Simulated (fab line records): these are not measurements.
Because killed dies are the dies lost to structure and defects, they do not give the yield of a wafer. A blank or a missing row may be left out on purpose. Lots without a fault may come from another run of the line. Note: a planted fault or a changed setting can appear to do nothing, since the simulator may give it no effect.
Chamber matching || flow sky130 || cmp-02 running SKY_VIA2_CMP_24: 4 sister chambers
The step polishes, stops on SiO2, t overpolish 20 s, target thk 0 nm. 4 wafers are shown with their chamber, then 12 later ones without.

== WAFERS PAIRED WITH THEIR CHAMBERS ==
{"wafer": "L085.4", "chamber": 2, "motor-current-A (A)": 10.2}
{"wafer": "L092.3", "chamber": 3, "motor-current-A (A)": 10.7}
{"wafer": "L092.4", "chamber": 1, "motor-current-A (A)": 11.6}
{"wafer": "L092.6", "chamber": 0, "motor-current-A (A)": 11.5}

== WAFERS WITHOUT THEIR CHAMBER ==
{"wafer": "L093.1", "motor-current-A (A)": 11.6}
{"wafer": "L093.2", "motor-current-A (A)": 10.4}
{"wafer": "L093.4", "motor-current-A (A)": 11.4}
{"wafer": "L094.1", "motor-current-A (A)": 11.5}
{"wafer": "L094.2", "motor-current-A (A)": 10.0}
{"wafer": "L094.4", "motor-current-A (A)": 11.0}
{"wafer": "L095.3", "motor-current-A (A)": 10.9}
{"wafer": "L095.5", "motor-current-A (A)": 11.4}
{"wafer": "L095.6", "motor-current-A (A)": 11.7}
{"wafer": "L097.1", "motor-current-A (A)": 12.3}
{"wafer": "L097.3", "motor-current-A (A)": 10.7}
{"wafer": "L097.6", "motor-current-A (A)": 11.1}

== EACH ONE'S CHAMBER ==
{"wafer": "L093.1", "from the rows above": "can't be placed: 1 or 0", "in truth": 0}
{"wafer": "L093.2", "from the rows above": "can't be placed: 2 or 3", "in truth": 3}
{"wafer": "L093.4", "from the rows above": "can't be placed: 0 or 1", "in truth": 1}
{"wafer": "L094.1", "from the rows above": "can't be placed: 0 or 1", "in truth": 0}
{"wafer": "L094.2", "from the rows above": "can't be placed: 2 or 3", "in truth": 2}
{"wafer": "L094.4", "from the rows above": "can't be placed: 3 or 0 or 1 or 2", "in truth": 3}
{"wafer": "L095.3", "from the rows above": "can't be placed: 3 or 0 or 1 or 2", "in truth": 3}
{"wafer": "L095.5", "from the rows above": "can't be placed: 0 or 1", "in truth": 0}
{"wafer": "L095.6", "from the rows above": "can't be placed: 1 or 0", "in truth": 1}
{"wafer": "L097.1", "from the rows above": "can't be placed: 1 or 0", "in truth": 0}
{"wafer": "L097.3", "from the rows above": "can't be placed: 3 or 2", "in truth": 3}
{"wafer": "L097.6", "from the rows above": "can't be placed: 0 or 3 or 1 or 2", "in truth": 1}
Correctly placed: 0 of 12. From these rows, 12 cannot be placed; in 12 the true chamber is one of the candidates. 0 placed wrongly.
How it was worked out, from the rows above alone: a wafer's distance from a chamber is the root of the sum, over the readings, of the square of ((its reading less the chamber's mean) divided by the reading's scatter). The wafer belongs to the nearest chamber; if the next one is less than 2 further off, it can't be placed. For every chamber, the mean is computed from those of its wafers that are shown. The scatter: with one shown wafer a chamber, the root of the mean of the squares of how far each hidden wafer lies from its nearest shown one.
